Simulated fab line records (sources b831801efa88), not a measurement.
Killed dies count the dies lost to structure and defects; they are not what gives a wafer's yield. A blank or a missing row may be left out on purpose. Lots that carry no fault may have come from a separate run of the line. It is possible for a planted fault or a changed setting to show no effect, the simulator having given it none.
Which of the tools did it? + flow sfqLine + 14 lots with 42 wafers sampled at 3 steps, on a route of 325 steps

== WHAT EACH GAUGE READ, for each wafer ==
No reading from a measuring or inspecting step in the record can be judged against a usual standard deviation.

== WHICH TOOL RAN EACH LOT (tool, then ch and the chambers of the sampled wafers, then the start) ==
| lot  | SFQ_TRILAYER_I1_CMP_CMP_046   | SFQ_TRILAYER_I1_METRO_MEASURE_047 | SFQ_TRILAYER_I1_VIA_ETCH_VIA_ETCH_052 |
|------|-------------------------------|-----------------------------------|---------------------------------------|
| L989 | cmp-02 ch 0,1,3, day 16 01:19 | filmMetro-04, day 16 03:56        | rieDiel-03 ch 0,1,2, day 22 15:26     |
| L990 | cmp-02 ch 0,1, day 16 09:49   | filmMetro-04, day 16 13:08        | rieDiel-03 ch 0,2,3, day 23 05:14     |
| L993 | cmp-01 ch 0,1,3, day 17 02:21 | filmMetro-04, day 17 04:34        | rieDiel-04 ch 1,2,3, day 23 22:06     |
| L994 | cmp-01 ch 1,3, day 17 04:21   | filmMetro-03, day 17 07:23        | rieDiel-01 ch 0,3, day 24 00:26       |
| L997 | cmp-01 ch 0,1,3, day 18 22:05 | filmMetro-01, day 19 00:19        | rieDiel-04 ch 1,2,3, day 25 18:26     |
| L998 | cmp-01 ch 0,1,2, day 19 03:23 | filmMetro-01, day 19 06:30        | rieDiel-03 ch 0,1,3, day 26 00:26     |
| L102 | cmp-01 ch 0,2,3, day 22 14:46 | filmMetro-03, day 22 18:05        | rieDiel-01 ch 0,3, day 29 03:01       |
| L103 | cmp-01 ch 0,2,3, day 22 22:16 | filmMetro-04, day 23 00:05        | rieDiel-03 ch 0,2,3, day 29 09:08     |
| L104 | cmp-02 ch 0,1,3, day 23 01:41 | filmMetro-03, day 23 03:49        | rieDiel-04 ch 0,1, day 29 15:08       |
| L105 | cmp-01 ch 0,2,3, day 24 18:35 | filmMetro-03, day 24 20:43        | rieDiel-01 ch 2,3, day 31 09:41       |
| L106 | cmp-01 ch 1,2,3, day 25 00:14 | filmMetro-03, day 25 03:22        | rieDiel-03 ch 0,2,3, day 31 15:41     |
| L107 | cmp-02 ch 2,3, day 25 16:40   | filmMetro-03, day 25 19:17        | rieDiel-01 ch 1,2, day 32 04:53       |
| L110 | cmp-02 ch 0,1,2, day 26 07:58 | filmMetro-03, day 26 11:17        | rieDiel-01 ch 0,2, day 32 16:53       |
| L111 | cmp-02 ch 0,2,3, day 26 13:26 | filmMetro-01, day 26 16:46        | rieDiel-03 ch 0,1,3, day 32 20:29     |
- SFQ_TRILAYER_I1_CMP_CMP_046: polishes SiO2.
- SFQ_TRILAYER_I1_METRO_MEASURE_047
- SFQ_TRILAYER_I1_VIA_ETCH_VIA_ETCH_052: etches SiO2 in CHF3, stops on Nb, target depth 260 nm.

== AS READ BY THE TOOLS THEMSELVES (means over the sampled wafers that have a number; for cases with no such wafer, the mark the record gives instead) ==
SFQ_TRILAYER_I1_CMP_CMP_046. Usual: edgeZonePressureFrac 1.001, standard deviation 0.005; headPressurePsi 2.999 psi, standard deviation 0.0063; motorCurrentA 10.7 A, standard deviation 1; timeToEndpointS 215 s, standard deviation 6.1.
| lot  | tool   | edgeZonePressureFrac | headPressurePsi (psi) | motorCurrentA (A) | timeToEndpointS (s) | flag |
|------|--------|----------------------|-----------------------|-------------------|---------------------|------|
| L989 | cmp-02 | 1.002                | 3.001                 | 10.5              | 210                 |      |
| L990 | cmp-02 | 0.998                | 3.003                 | 10.9              | 215                 |      |
| L993 | cmp-01 | 1.001                | 3.000                 | 11.9              | 210                 |      |
| L994 | cmp-01 | 1.004                | 3.001                 | 11.7              | 216                 |      |
| L997 | cmp-01 | 1.002                | 2.996                 | 11.7              | 286                 | OFF  |
| L998 | cmp-01 | 1.002                | 2.999                 | 10.9              | 278                 | OFF  |
| L102 | cmp-01 | 1.002                | 3.002                 | 10.7              | 221                 |      |
| L103 | cmp-01 | 0.995                | 2.997                 | 11.1              | 217                 |      |
| L104 | cmp-02 | 0.999                | 3.000                 | 9.9               | 224                 |      |
| L105 | cmp-01 | 1.001                | 2.998                 | 11.0              | 218                 |      |
| L106 | cmp-01 | 0.999                | 3.003                 | 10.9              | 213                 |      |
| L107 | cmp-02 | 1.000                | 2.999                 | 9.5               | 210                 |      |
| L110 | cmp-02 | 1.000                | 3.006                 | 9.9               | 217                 |      |
| L111 | cmp-02 | 1.002                | 3.000                 | 9.6               | 216                 |      |

SFQ_TRILAYER_I1_METRO_MEASURE_047. Usual: thkNm reads 199.9 nm (standard deviation 0.71).
| lot  | tool         | thkNm (nm) | flag |
|------|--------------|------------|------|
| L989 | filmMetro-04 | 200.3      |      |
| L990 | filmMetro-04 | 199.2      |      |
| L993 | filmMetro-04 | 199.2      |      |
| L994 | filmMetro-03 | 199.6      |      |
| L997 | filmMetro-01 | 307.4      | OFF  |
| L998 | filmMetro-01 | 304.7      | OFF  |
| L102 | filmMetro-03 | 200.4      |      |
| L103 | filmMetro-04 | 199.9      |      |
| L104 | filmMetro-03 | 200.3      |      |
| L105 | filmMetro-03 | 200.8      |      |
| L106 | filmMetro-03 | 200.9      |      |
| L107 | filmMetro-03 | 199.2      |      |
| L110 | filmMetro-03 | 200.7      |      |
| L111 | filmMetro-01 | 198.7      |      |

SFQ_TRILAYER_I1_VIA_ETCH_VIA_ETCH_052. Usual: biasW 79.98 W, standard deviation 0.27; chamberPressureMTorr 30.001 mTorr, standard deviation 0.028; drypumpMotorCurrentA 5.8 A, standard deviation 0.62; oesProductAu 0.854 a.u., standard deviation 0.0046; rfFwdPowerW 498.1 W, standard deviation 1.6.
| lot  | tool       | biasW (W) | chamberPressureMTorr (mTorr) | drypumpMotorCurrentA (A) | oesProductAu (a.u.) | rfFwdPowerW (W) | flag |
|------|------------|-----------|------------------------------|--------------------------|---------------------|-----------------|------|
| L989 | rieDiel-03 | 79.97     | 29.997                       | 6.0                      | 0.854               | 497.8           |      |
| L990 | rieDiel-03 | 79.58     | 29.998                       | 5.6                      | 0.848               | 498.4           |      |
| L993 | rieDiel-04 | 80.04     | 29.968                       | 6.0                      | 0.850               | 497.1           |      |
| L994 | rieDiel-01 | 80.18     | 29.988                       | 6.2                      | 0.854               | 498.7           |      |
| L997 | rieDiel-04 | 80.11     | 29.979                       | 6.0                      | 1.008               | 498.3           | OFF  |
| L998 | rieDiel-03 | 79.99     | 30.029                       | 5.6                      | 0.997               | 498.2           | OFF  |
| L102 | rieDiel-01 | 79.83     | 30.016                       | 6.2                      | 0.858               | 498.6           |      |
| L103 | rieDiel-03 | 79.94     | 29.973                       | 5.6                      | 0.855               | 496.8           |      |
| L104 | rieDiel-04 | 79.58     | 29.994                       | 6.0                      | 0.857               | 498.2           |      |
| L105 | rieDiel-01 | 79.77     | 30.015                       | 6.2                      | 0.856               | 499.3           |      |
| L106 | rieDiel-03 | 79.90     | 29.993                       | 5.6                      | 0.857               | 496.5           |      |
| L107 | rieDiel-01 | 80.12     | 30.005                       | 5.0                      | 0.848               | 498.3           |      |
| L110 | rieDiel-01 | 79.85     | 30.023                       | 5.7                      | 0.853               | 500.6           |      |
| L111 | rieDiel-03 | 80.13     | 30.020                       | 5.6                      | 0.850               | 498.6           |      |

== THE ANSWER, worked out from the rows above alone ==
Rule: a lot is off if the mean of its wafers that have a number lies more than 3 standard deviations from the usual mean. Also off: a lot with no number at a reading for which 4 or more lots have one. All remaining lots with rows at the step are treated as sound. Order of review: gauges by route order, followed by the tools' own readings, for which a lot's mean as printed above is used. The first step at which some lot is off is used, and at that step the reading that is off furthest; a lot without a number counts as furthest.
Off: L997, L998 (SFQ_TRILAYER_I1_CMP_CMP_046, timeToEndpointS).
If a tool, at that step or one of the process steps before it, ran each lot that is off and ran no sound lot following the first of them, it fits. None of those tried fits.

== WHAT THE SIMULATOR PUT IN ==
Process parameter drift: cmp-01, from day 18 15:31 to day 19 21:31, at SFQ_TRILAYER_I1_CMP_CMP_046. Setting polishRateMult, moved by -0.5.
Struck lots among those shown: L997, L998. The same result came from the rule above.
